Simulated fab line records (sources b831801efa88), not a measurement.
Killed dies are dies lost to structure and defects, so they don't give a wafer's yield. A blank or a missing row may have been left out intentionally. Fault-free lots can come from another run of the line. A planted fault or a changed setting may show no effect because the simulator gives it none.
Chamber matching ; flow gf180mcu ; cmp-01 running GF_CONTACT_CMP_04: 3 sister chambers
The step polishes SiO2. 6 wafers are shown with their chamber, then 9 later ones without.

EACH WAFER AND ITS CHAMBER
wafer;chamber;motor-current-A (A);time-to-endpoint-s (s)
L778.6;0;11.1;117
L780.1;2;12.6;108
L780.3;0;11.2;104
L781.5;2;13.5;109
L782.4;3;12.5;110
L782.5;3;11.6;110

WAFERS WITHOUT THEIR CHAMBER
wafer;motor-current-A (A);time-to-endpoint-s (s)
L782.6;10.6;117
L783.2;11.5;114
L783.3;12.6;109
L783.6;12.4;121
L784.1;12.2;112
L784.5;12.1;111
L787.1;12.6;111
L787.2;11.9;110
L787.4;12.3;119

EACH ONE'S CHAMBER
wafer;from the rows above;in truth
L782.6;can't be placed: 0 or 3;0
L783.2;can't be placed: 0 or 3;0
L783.3;can't be placed: 2 or 3 or 0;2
L783.6;can't be placed: 3 or 2 or 0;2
L784.1;can't be placed: 3 or 2 or 0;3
L784.5;can't be placed: 3 or 0 or 2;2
L787.1;can't be placed: 2 or 3 or 0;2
L787.2;can't be placed: 3 or 0 or 2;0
L787.4;can't be placed: 3 or 2 or 0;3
Placed correctly: 0 of 9. Unplaceable from these rows: 9, with the true chamber sitting among the candidates in 9. 0 placed wrongly.
How it was worked out, from the rows above alone: a wafer's distance from a chamber is the root of the sum, over the readings, of the square of ((its reading less the chamber's mean) divided by the reading's scatter). If the next closest chamber is less than 2 further off than the closest, the wafer can't be placed; otherwise it belongs to the closest. For every chamber, the mean is computed from those of its wafers that are shown. The scatter is the square root of a quotient: the sum, over the shown wafers, of each reading's squared deviation from its chamber's mean, divided by wafers minus chambers.
